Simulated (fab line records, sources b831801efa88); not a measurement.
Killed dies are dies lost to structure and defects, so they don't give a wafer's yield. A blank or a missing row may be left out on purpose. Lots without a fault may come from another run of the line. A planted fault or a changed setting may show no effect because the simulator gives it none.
Chamber matching | flow gf180mcu | GF_POLY_GATE_ETCH_13 on rie_si-01: 4 sister chambers
The step etches poly-Si in HBr/Cl2, stops on SiO2, target depth 198.5 nm, time 69.6 s. 4 wafers are shown with their chamber, then 8 later ones without.

WAFERS WITH THEIR CHAMBER
wafer  | chamber | drypump_motor_current_A (A)
L708.5 | 0       | 6.4
L709.2 | 3       | 5.9
L709.5 | 2       | 5.3
L710.2 | 1       | 5.2

WAFERS WITHOUT THEIR CHAMBER
wafer  | drypump_motor_current_A (A)
L710.4 | 5.3
L710.5 | 5.2
L715.1 | 6.0
L715.2 | 5.3
L715.6 | 5.2
L717.1 | 5.3
L717.2 | 5.2
L717.3 | 5.9

WHICH CHAMBER EACH WENT THROUGH
wafer  | from the rows above | in truth
L710.4 | 2                   | 2
L710.5 | 1                   | 1
L715.1 | 3                   | 3
L715.2 | 2                   | 2
L715.6 | 1                   | 1
L717.1 | 2                   | 2
L717.2 | 1                   | 1
L717.3 | 3                   | 3
Placed correctly: 8 of 8. Can't be placed from these rows: 0. Placed wrongly: 0.
How it was worked out, from the rows above alone: a wafer's distance from a chamber is the root of the sum, over the readings, of the square of ((its reading less the chamber's mean) divided by the reading's scatter). The wafer belongs to the nearest chamber; if the next one is less than 2 further off, it can't be placed. A chamber's mean is the mean of its shown wafers. The scatter: with one shown wafer a chamber, the root of the mean of the squares of how far each hidden wafer lies from its nearest shown one.
